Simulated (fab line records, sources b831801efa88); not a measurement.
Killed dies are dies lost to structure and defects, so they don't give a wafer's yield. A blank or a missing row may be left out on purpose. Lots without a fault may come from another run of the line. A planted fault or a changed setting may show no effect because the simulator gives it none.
Which tool did it? | flow gf180mcu | 14 lots, 42 wafers sampled, at 2 steps of a route of 602

WHAT THE GAUGES READ, wafer by wafer
GF_M2_RS_MEAS_05: measures by four-point-probe.
lot  | measured     | on            | M2_ALCU_RS (ohm/sq)
L302 | day 18 13:44 | film_metro-02 | 0.0684 0.0692 0.0693
L303 | day 18 19:14 | film_metro-02 | 0.0698 0.0684 0.0694
L304 | day 19 05:02 | film_metro-03 | 0.0682 0.0692 0.0685
L306 | day 20 08:31 | film_metro-03 | 0.0679 0.0686 0.0694
L307 | day 20 19:31 | film_metro-02 | 0.0683 0.0695 0.0691
L308 | day 21 01:29 | film_metro-02 | 0.0700 0.0708 0.0714
L309 | day 21 05:02 | film_metro-03 | 0.0693 0.0682 0.0685
L310 | day 21 17:29 | film_metro-01 | 0.0695 0.0688 0.0688
L311 | day 22 01:54 | film_metro-02 | 0.0683 0.0681 0.0699
L313 | day 22 16:56 | film_metro-02 | 0.0685 0.0689 0.0695
L314 | day 23 01:53 | film_metro-03 | 0.0698 0.0691 0.0697
L316 | day 23 16:40 | film_metro-02 | 0.0703 0.0701 0.0702
L317 | day 23 23:08 | film_metro-03 | 0.0696 0.0686 0.0685
L318 | day 24 09:58 | film_metro-01 | 0.0698 0.0702 0.0701

WHICH TOOL RAN EACH LOT (tool, then ch and the chambers of the sampled wafers, then the start)
lot  | GF_M2_SPUTTER_03
L302 | pvd_sputter-01, day 18 13:38
L303 | pvd_sputter-04, day 18 19:11
L304 | pvd_sputter-01, day 19 04:59
L306 | pvd_sputter-01, day 20 08:25
L307 | pvd_sputter-04, day 20 19:27
L308 | pvd_sputter-04, day 21 01:23
L309 | pvd_sputter-01, day 21 04:59
L310 | pvd_sputter-04, day 21 17:22
L311 | pvd_sputter-01, day 22 01:49
L313 | pvd_sputter-01, day 22 16:52
L314 | pvd_sputter-03, day 23 01:49
L316 | pvd_sputter-03, day 23 16:34
L317 | pvd_sputter-01, day 23 23:04
L318 | pvd_sputter-03, day 24 09:53
- GF_M2_SPUTTER_03: material Ti, target thk 10 nm, time 6.7 s.

WHAT THE TOOLS THEMSELVES READ (means of the sampled wafers that have a number; where no wafer has one, the mark that the record gives instead)
GF_M2_SPUTTER_03.
lot  | tool           | cathode_dc_power_W (W) | chamber_pressure_pa (Pa) | throttle_valve_pct (%)
L302 | pvd_sputter-01 | 2999.7                 | 0.2995                   | 30.0
L303 | pvd_sputter-04 | 2999.9                 | 0.3000                   | 29.4
L304 | pvd_sputter-01 | 2999.6                 | 0.3006                   | 31.0
L306 | pvd_sputter-01 | 3000.1                 | 0.2999                   | 30.2
L307 | pvd_sputter-04 | 3000.1                 | 0.3000                   | 29.3
L308 | pvd_sputter-04 | 3000.1                 | 0.2989                   | 29.8
L309 | pvd_sputter-01 | 3000.5                 | 0.2999                   | 30.0
L310 | pvd_sputter-04 | 3000.4                 | 0.3006                   | 29.0
L311 | pvd_sputter-01 | 2999.9                 | 0.3003                   | 30.0
L313 | pvd_sputter-01 | 3000.3                 | 0.2997                   | 30.2
L314 | pvd_sputter-03 | 3000.5                 | 0.3000                   | 29.7
L316 | pvd_sputter-03 | 3000.2                 | 0.3000                   | 29.5
L317 | pvd_sputter-01 | 3000.2                 | 0.2995                   | 31.0
L318 | pvd_sputter-03 | 2999.6                 | 0.3001                   | 29.8

THE ANSWER, worked out from the rows above alone
Rule: what is usual is taken from the lots themselves. Put in order of their means at a reading, lots are off if they are a third of the lots or fewer, leave a main group of 4 or more, and stand apart from it by a gap of 3 or more times the standard deviation of the main group's means; of several such gaps the widest counts. A main group whose means are all the same, to the digits that the tables above print for the reading, isn't used. A lot without any number at a reading at which 4 lots or more have one is off too. The other lots that the step has rows for count as sound. The gauges are gone through in route order, then the tools' own readings, and for those a lot's mean is taken as printed above. The first step at which some lot is off is used, and at that step the reading that is off furthest; a lot without a number counts as furthest.
No lot is off at any reading shown: from this, nothing can be told.

WHAT THE SIMULATOR HAD PUT IN
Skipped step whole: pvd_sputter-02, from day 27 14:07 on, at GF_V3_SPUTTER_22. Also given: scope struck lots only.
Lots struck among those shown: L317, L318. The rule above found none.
